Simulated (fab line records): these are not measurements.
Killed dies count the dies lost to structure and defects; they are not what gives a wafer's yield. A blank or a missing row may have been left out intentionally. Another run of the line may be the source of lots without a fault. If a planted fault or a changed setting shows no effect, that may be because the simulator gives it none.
fab line records ; flow sky130
[record] lots = 6; wafers = 18; last-day = 50
route steps=708 shown SD_N@358 SD_P@359 RES_XHIGH@360 SALICIDE@361 LI_CONTACT@362 PAD_OPEN@708
lots with no fault: from the same line, run without faults
start-h: start of the lot's first displayed wafer, in hours after the record's first day ; wait-h: hours elapsed since this lot's preceding step ; " as in the row above ; L1.1+2: one row covering several wafers at once ; - no value, or no start given ; * or withheld: withheld ; < > ~ a bound
route shown NAME@n: NAME is a module with steps in the file, n the number in the route of the first one ; usual: the fault-free wafers' mean and standard deviation ; same: alike in all rows ; chamber/n: place in a boat ; sites: the reading at each site ; _std_site: how widely they spread, as a standard deviation ; _edge_site: the outer-site mean with the inner-site mean subtracted ; radius-mm: how far each site lies from the wafer's centre ; mask NAME#n: copy n ; behind: tool/chamber where the wafer was last shaped ; hold: what put the lot on hold/how long, in hours/how the hold closed ; device: transistor that didn't switch, given as n, p or np ; end of line: tests run on the same wafers once the route is complete ; for a step that has no rows: nothing shown but its recipe ; killed: the dies lost at the first sort to structure and to defects; this is not the yield of the wafer ; map: the dies of a wafer, with x for killed, . for not killed, _ for no die there
set.NAME: setting as actually run; set.NAME@STEP: the setting as run at that earlier step ; model.NAME: the simulator's own value behind a step, which no gauge read
lots seen at some steps along the route; tables by step, rows by wafer
services: the hour from which a tool's chamber was out of use, counted from the record's first day as start-h (under 0 if before that day), plus the number of hours and why
[[steps]]
[step SKY_SD_N_RS_MEAS_16]
[recipe] thk-meas-gauge = four-point-probe
[usual] SD_N_RS = 68.55/0.13
lot.wafer;tool;chamber;start-h;wait-h;SD_N_RS[ohm/sq]
L704.1;film-metro-02;-;699.57;0.1;68.55
L704.4;film-metro-02;-;699.57;0.1;68.61
L704.6;film-metro-02;-;699.57;0.1;68.55
L706.4;film-metro-02;-;710.22;0.1;68.51
L706.5;film-metro-02;-;710.22;0.1;68.51
L706.6;film-metro-02;-;710.22;0.1;68.53
L713.1;film-metro-01;-;773.63;0.1;68.41
L713.2;film-metro-01;-;773.63;0.1;68.44
L713.6;film-metro-01;-;773.63;0.1;68.41
L715.1;film-metro-01;-;805.21;0.1;68.50
L715.2;film-metro-01;-;805.21;0.1;68.57
L715.3;film-metro-01;-;805.21;0.1;68.42
L719.1;film-metro-02;-;818.41;0.1;68.44
L719.4;film-metro-02;-;818.41;0.1;68.41
L719.6;film-metro-02;-;818.41;0.1;68.44
L721.1;film-metro-02;-;830.72;0.1;68.64
L721.5;film-metro-02;-;830.72;0.1;68.54
L721.6;film-metro-02;-;830.72;0.1;68.79
[step SKY_SD_N_RS_MEAS_17]
[recipe] thk-meas-gauge = four-point-probe
[usual] SD_P_RS = 147.1/0.36
lot.wafer;tool;chamber;start-h;wait-h;SD_P_RS[ohm/sq]
L704.1;film-metro-02;-;699.69;0.1;146.7
L704.4;film-metro-02;-;699.69;0.1;147.5
L704.6;film-metro-02;-;699.69;0.1;147.4
L706.4;film-metro-02;-;710.34;0.1;147.4
L706.5;film-metro-02;-;710.34;0.1;146.8
L706.6;film-metro-02;-;710.34;0.1;147.1
L713.1;film-metro-01;-;773.75;0.1;147.0
L713.2;film-metro-01;-;773.75;0.1;146.9
L713.6;film-metro-01;-;773.75;0.1;146.9
L715.1;film-metro-01;-;805.33;0.1;147.0
L715.2;film-metro-01;-;805.33;0.1;147.1
L715.3;film-metro-01;-;805.33;0.1;146.4
L719.1;film-metro-02;-;818.53;0.1;146.7
L719.4;film-metro-02;-;818.53;0.1;146.9
L719.6;film-metro-02;-;818.53;0.1;146.8
L721.1;film-metro-02;-;830.84;0.1;147.5
L721.5;film-metro-02;-;830.84;0.1;146.7
L721.6;film-metro-02;-;830.84;0.1;147.3
[step SKY_SD_N_RS_MEAS_18]
[recipe] thk-meas-gauge = four-point-probe
[usual] RES_XHIGH_RS = 332.8/1.1
lot.wafer;tool;chamber;start-h;wait-h;RES_XHIGH_RS[ohm/sq]
L704.1;film-metro-02;-;699.81;0.1;330.5
L704.4;film-metro-02;-;699.81;0.1;329.8
L704.6;film-metro-02;-;699.81;0.1;331.1
L706.4;film-metro-02;-;710.46;0.1;333.3
L706.5;film-metro-02;-;710.46;0.1;333.7
L706.6;film-metro-02;-;710.46;0.1;334.3
L713.1;film-metro-01;-;773.87;0.1;332.3
L713.2;film-metro-01;-;773.87;0.1;332.7
L713.6;film-metro-01;-;773.87;0.1;332.7
L715.1;film-metro-01;-;805.45;0.1;332.9
L715.2;film-metro-01;-;805.45;0.1;332.3
L715.3;film-metro-01;-;805.45;0.1;333.4
L719.1;film-metro-02;-;818.65;0.1;331.3
L719.4;film-metro-02;-;818.65;0.1;331.9
L719.6;film-metro-02;-;818.65;0.1;333.2
L721.1;film-metro-02;-;830.96;0.1;331.3
L721.5;film-metro-02;-;830.96;0.1;331.7
L721.6;film-metro-02;-;830.96;0.1;331.0
[step SKY_SALICIDE_CLEAN_00]
[recipe] chemistry = HF-last; time-s = 30; dilution = 100:1; dry = ipa-marangoni
[step SKY_LI_CONTACT_HDPCVD_00]
[recipe] material = PSG; target-thk-nm = 930; sigma-open-frac = 0.3; time-s = 155; temp-c = 600; sih4-flow-sccm = 60; pressure-mtorr = 6
[step SKY_LI_CONTACT_THK_MEAS_01]
[recipe] reads = PSG_of_LI_CONTACT_HDPCVD_00
[usual] LI_CONTACT_HDPCVD_THK = 929/8.9
lot.wafer;tool;chamber;start-h;wait-h;LI_CONTACT_HDPCVD_THK[nm]
L704.1;film-metro-02;-;700.05;0.1;931
L704.4;film-metro-02;-;700.05;0.1;931
L704.6;film-metro-02;-;700.05;0.1;921
L706.4;film-metro-01;-;710.74;0.1;925
L706.5;film-metro-01;-;710.74;0.1;930
L706.6;film-metro-01;-;710.74;0.1;921
L713.1;film-metro-02;-;774.11;0.1;928
L713.2;film-metro-02;-;774.11;0.1;921
L713.6;film-metro-02;-;774.11;0.1;933
L715.1;film-metro-02;-;805.69;0.1;924
L715.2;film-metro-02;-;805.69;0.1;934
L715.3;film-metro-02;-;805.69;0.1;944
L719.1;film-metro-01;-;818.89;0.1;940
L719.4;film-metro-01;-;818.89;0.1;937
L719.6;film-metro-01;-;818.89;0.1;935
L721.1;film-metro-02;-;831.20;0.1;936
L721.5;film-metro-02;-;831.20;0.1;911
L721.6;film-metro-02;-;831.20;0.1;931
[step SKY_LI_CONTACT_CMP_02]
[recipe] material = PSG; down-force-psi = 4; platen-rpm = 60; pad-velocity-m-s = 0.94248
[usual] motor-current-A = 12.1/1.1; slurry-flow-ml-min = 150.0/0.43; time-to-endpoint-s = 31.2/2.5
lot.wafer;tool;chamber;start-h;wait-h;motor-current-A;slurry-flow-ml-min;time-to-endpoint-s
L704.1;cmp-02;1;700.22;0.2;12.5;150.1;31.5
L704.4;cmp-02;2;700.22;0.2;10.9;149.8;34.2
L704.6;cmp-02;0;700.22;0.2;13.1;150.2;32.7
L706.4;cmp-01;0;710.82;0.1;12.0;149.9;28.5
L706.5;cmp-01;3;710.82;0.1;11.1;149.7;29.4
L706.6;cmp-01;0;710.82;0.1;11.4;149.5;31.2
L713.2;cmp-01;0;774.17;0.0;11.5;150.1;34.1
L713.1;cmp-01;1;774.17;0.0;12.0;149.6;34.9
L713.6;cmp-01;0;774.17;0.0;12.0;150.9;36.2
L715.3;cmp-01;3;805.75;0.0;10.8;149.7;30.0
L715.2;cmp-01;0;805.75;0.0;12.3;149.7;32.4
L715.1;cmp-01;1;805.75;0.0;12.4;149.6;31.2
L719.4;cmp-02;0;819.00;0.1;13.9;149.6;28.3
L719.1;cmp-02;2;819.00;0.1;10.3;149.9;28.5
L719.6;cmp-02;3;819.00;0.1;11.3;150.4;26.3
L721.1;cmp-02;0;831.41;0.2;14.4;150.2;30.3
L721.6;cmp-02;1;831.41;0.2;12.5;150.0;29.4
L721.5;cmp-02;2;831.41;0.2;11.1;149.9;27.2
[step SKY_LI_CONTACT_BOW_MEAS_03]
[recipe] mode = bow
[usual] LI_CONTACT_BOW = 55/7.3
lot.wafer;tool;chamber;start-h;wait-h;LI_CONTACT_BOW[um]
L704.1;film-metro-04;-;700.43;0.2;44
L704.4;film-metro-04;-;700.43;0.2;50
L704.6;film-metro-04;-;700.43;0.2;52
L706.4;film-metro-01;-;711.13;0.3;61
L706.5;film-metro-01;-;711.13;0.3;58
L706.6;film-metro-01;-;711.13;0.3;71
L713.1;film-metro-02;-;774.47;0.2;58
L713.2;film-metro-02;-;774.47;0.2;56
L713.6;film-metro-02;-;774.47;0.2;60
L715.1;film-metro-01;-;806.05;0.1;52
L715.2;film-metro-01;-;806.05;0.1;65
L715.3;film-metro-01;-;806.05;0.1;52
L719.1;film-metro-01;-;819.25;0.1;36
L719.4;film-metro-01;-;819.25;0.1;52
L719.6;film-metro-01;-;819.25;0.1;45
L721.1;film-metro-01;-;831.56;0.1;62
L721.5;film-metro-01;-;831.56;0.1;57
L721.6;film-metro-01;-;831.56;0.1;64
[step SKY_LI_CONTACT_DEHYDRATE_04]
[recipe] temp-c = 200; time-s = 60
[step SKY_LI_CONTACT_HMDS_05]
[recipe] prime-time-s = 60; prime-temp-c = 120
[step SKY_LI_CONTACT_COAT_06]
[recipe] resist = BARC; temp-c = withheld; time-s = withheld; spin-rpm = 3000; resist-thk-nm = 60
[step SKY_LI_CONTACT_COAT_07]
[recipe] resist = KrF-thick; spin-rpm = 3000; resist-thk-nm = 450
[step SKY_LI_CONTACT_SOFTBAKE_08]
[recipe] temp-c = 100; time-s = 90; resist = KrF-thick
[usual] heater-power-total-W = 57.36/0.11; resist-line-temp-C = 23.01/0.1; run-length-s = 119.32/0.14
lot.wafer;tool;chamber;start-h;wait-h;heater-power-total-W;resist-line-temp-C;run-length-s
L704.1;litho-track-01;0;713;-;57.94;22.98;116.18
L704.4;litho-track-01;0;713;-;57.96;22.98;116.09
L704.6;litho-track-01;0;714;-;58.13;22.88;116.37
L706.4;litho-track-01;0;724;-;57.96;23.21;116.39
L706.5;litho-track-01;0;724;-;57.89;23.13;116.19
L706.6;litho-track-01;0;724;-;57.84;23.11;116.20
L713.1;litho-track-04;0;787;-;57.48;22.80;119.44
L713.2;litho-track-04;0;787;-;57.44;22.87;119.32
L713.6;litho-track-04;0;788;-;57.40;22.92;119.23
L715.1;litho-track-04;0;819;-;57.30;23.18;119.39
L715.2;litho-track-04;0;819;-;57.28;22.94;119.33
L715.3;litho-track-04;0;819;-;57.30;23.01;119.43
L719.1;litho-track-01;0;832;-;57.32;22.89;119.49
L719.4;litho-track-01;0;832;-;57.30;22.96;119.20
L719.6;litho-track-01;0;832;-;57.45;23.01;119.31
L721.1;litho-track-01;0;844;-;57.45;22.97;119.54
L721.5;litho-track-01;0;844;-;57.44;22.95;119.24
L721.6;litho-track-01;0;844;-;57.22;22.94;119.25
[step SKY_LI_CONTACT_EXPOSE_09]
[recipe] mask-id = LICM1; na = 0.8; source-shape = annular; sigma-inner = 0.55; sigma-outer = 0.85; target-cd-nm = 170; dose-mj = 38
[step SKY_PAD_OPEN_PROBE_99]
[usual] killed_at_M0_to_M3 = 43/7.4; killed_at_M4_up = 3.1/1.9; killed-at-contacts = 25/5.4; killed-at-front-end = 15/4.3; killed-at-other = 0.3/0.54; killed-dies = 86/10; killed-open = 46/7.4; killed-short = 40/7
[same] gross-dies = 492; killed-at-back-side = 0
lot.wafer;tool;chamber;start-h;wait-h;killed_at_M0_to_M3;killed_at_M4_up;killed-at-contacts;killed-at-front-end;killed-at-other;killed-dies;killed-open;killed-short
L715.1;prober-02;-;1187.52;0.1;37;3;27;15;0;82;58;24
L715.2;prober-02;-;1187.57;0.1;48;3;30;26;0;107;56;50
L715.3;prober-02;-;1187.62;0.2;46;1;37;22;1;107;64;43
L719.1;prober-02;-;1193.99;0.1;42;2;24;15;1;84;39;45
L719.4;prober-02;-;1194.14;0.2;38;3;26;10;0;77;49;28
L719.6;prober-02;-;1194.24;0.2;29;3;30;10;0;72;45;27
// killed by level:class
L715.1 CONTACT:geometric-particle:open=17 VIA1:geometric-particle:open=14 VIA3:geometric-particle:open=6 POLY_GATE:geometric-particle:open=5 VIA1:geometric-particle:short=5 POLY_GATE:geometric-particle:short=4 CONTACT:geometric-particle:short=3 METAL1:geometric-particle:short=3
L715.2 CONTACT:geometric-particle:open=15 VIA1:geometric-particle:open=13 FIELD_ISO:geometric-particle:short=8 VIA1:geometric-particle:short=8 FIELD_ISO:geometric-particle:open=7 CONTACT:geometric-particle:short=6 VIA3:geometric-particle:open=6 POLY_GATE:geometric-particle:short=5
L715.3 VIA1:geometric-particle:open=17 CONTACT:geometric-particle:open=13 CONTACT:geometric-particle:short=10 POLY_GATE:geometric-particle:open=9 FIELD_ISO:geometric-particle:open=6 LOCAL_INTERCONNECT:geometric-particle:short=5 VIA2:geometric-particle:short=4 LI_CONTACT:geometric-particle:open=4
L719.1 METAL1:geometric-particle:short=10 CONTACT:geometric-particle:open=8 FIELD_ISO:geometric-particle:short=7 VIA1:geometric-particle:open=6 LI_CONTACT:geometric-particle:open=5 CONTACT:geometric-particle:short=5 VIA2:geometric-particle:open=5 METAL2:geometric-particle:short=4
L719.4 VIA1:geometric-particle:open=12 LI_CONTACT:geometric-particle:open=9 CONTACT:geometric-particle:open=9 VIA2:geometric-particle:open=6 POLY_GATE:geometric-particle:open=4 METAL1:geometric-particle:short=4 VIA2:geometric-particle:short=4 CONTACT:geometric-particle:short=3
L719.6 CONTACT:geometric-particle:open=13 VIA1:geometric-particle:open=7 LI_CONTACT:geometric-particle:open=7 METAL1:geometric-particle:short=6 LI_CONTACT:geometric-particle:short=4 CONTACT:geometric-particle:short=3 VIA2:geometric-particle:open=3 FIELD_ISO:geometric-particle:short=2
[[services]]
tool;chamber;start-h;hours;kind
cmp-01;-;714.46;2.6;repair
cmp-02;-;733.94;2.8;repair
cmp-01;-;744.13;4.0;pm
cmp-02;-;744.29;1.5;repair
cmp-01;-;748.13;-;consumable-replace:conditioner
cmp-01;-;748.13;-;consumable-replace:pad
cmp-01;-;761.53;3.9;repair
cmp-02;-;817.57;0.8;repair
cmp-02;-;837.78;4.6;pm
[[key]]
[first-sign] step = SKY_LI_CONTACT_SOFTBAKE_08; reading = run-length-s; direction = down; sigmas = 23; usual = *; struck = *
[effect] step = SKY_LI_CONTACT_SOFTBAKE_08; reading = heater-power-total-W; direction = up; sigmas = 5.5; usual = *; struck = *
met-at SKY_LI_CONTACT_SOFTBAKE_08
struck-wafers L704.1,L704.4,L704.6,L706.4,L706.5,L706.6
tester-left-out L704,L706
[fault] kind = process-parameter-drift; tool = litho-track-01; chamber = -; onset-h = 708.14; steps = SKY_LI_CONTACT_SOFTBAKE_08; channel = time-s; offset = *; shape = step; end-h = 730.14; acts-in = *; stated = *
// tester-left-out: of these lots the tester's yield and bins aren't shown, on N5 and GAA mostly nor the transistor test; their killed dies are dies lost to structure and defects alone, not to doping, threshold or leakage, so they don't give the yield
